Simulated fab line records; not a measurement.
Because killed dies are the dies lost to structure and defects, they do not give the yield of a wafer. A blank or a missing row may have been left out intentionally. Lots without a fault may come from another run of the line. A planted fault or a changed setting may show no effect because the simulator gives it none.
Matching of chambers + flow sky130 + cmp-02 running SKY_VIA2_CMP_24: 4 sister chambers
The step polishes, stops on SiO2, t overpolish 20 s, target thk 0 nm. 4 wafers are shown with their chamber, then 11 later ones without.

## WAFERS, EACH WITH ITS CHAMBER
| wafer  | chamber | motorCurrentA (A) |
|--------|---------|-------------------|
| L084.3 | 0       | 10.4              |
| L086.1 | 2       | 10.5              |
| L086.6 | 1       | 10.3              |
| L088.1 | 3       | 10.4              |

## WAFERS WITHOUT THEIR CHAMBER
| wafer  | motorCurrentA (A) |
|--------|-------------------|
| L088.4 | 10.3              |
| L088.5 | 9.9               |
| L090.1 | 10.2              |
| L090.5 | 10.6              |
| L090.6 | 10.3              |
| L094.1 | 10.4              |
| L094.4 | 10.7              |
| L094.5 | 10.7              |
| L097.1 | 10.4              |
| L097.2 | 10.1              |
| L097.3 | 11.1              |

## CHAMBER TAKEN BY EACH
| wafer  | from the rows above               | in truth |
|--------|-----------------------------------|----------|
| L088.4 | can't be placed: 1 or 0 or 3 or 2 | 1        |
| L088.5 | can't be placed: 1 or 0 or 3 or 2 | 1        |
| L090.1 | can't be placed: 1 or 0 or 3 or 2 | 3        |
| L090.5 | can't be placed: 2 or 0 or 3 or 1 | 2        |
| L090.6 | can't be placed: 1 or 0 or 3 or 2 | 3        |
| L094.1 | can't be placed: 0 or 3 or 1 or 2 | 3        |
| L094.4 | can't be placed: 2 or 0 or 3 or 1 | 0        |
| L094.5 | can't be placed: 2 or 0 or 3 or 1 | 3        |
| L097.1 | can't be placed: 0 or 3 or 1 or 2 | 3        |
| L097.2 | can't be placed: 1 or 0 or 3 or 2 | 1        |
| L097.3 | can't be placed: 2 or 0 or 3 or 1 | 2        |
Placed correctly: 0 of 11. Cannot be placed on the basis of these rows: 11; the candidates contain the true chamber in 11. Placed wrongly: 0.
How it was worked out, from the rows above alone: a wafer's distance from a chamber is the root of the sum, over the readings, of the square of ((its reading less the chamber's mean) divided by the reading's scatter). If the next closest chamber is less than 2 further off than the closest, the wafer can't be placed; otherwise it belongs to the closest. For every chamber, the mean is computed from those of its wafers that are shown. The scatter (one wafer shown for each chamber): square how far every hidden wafer sits from the nearest shown wafer, average those squares and take the square root.
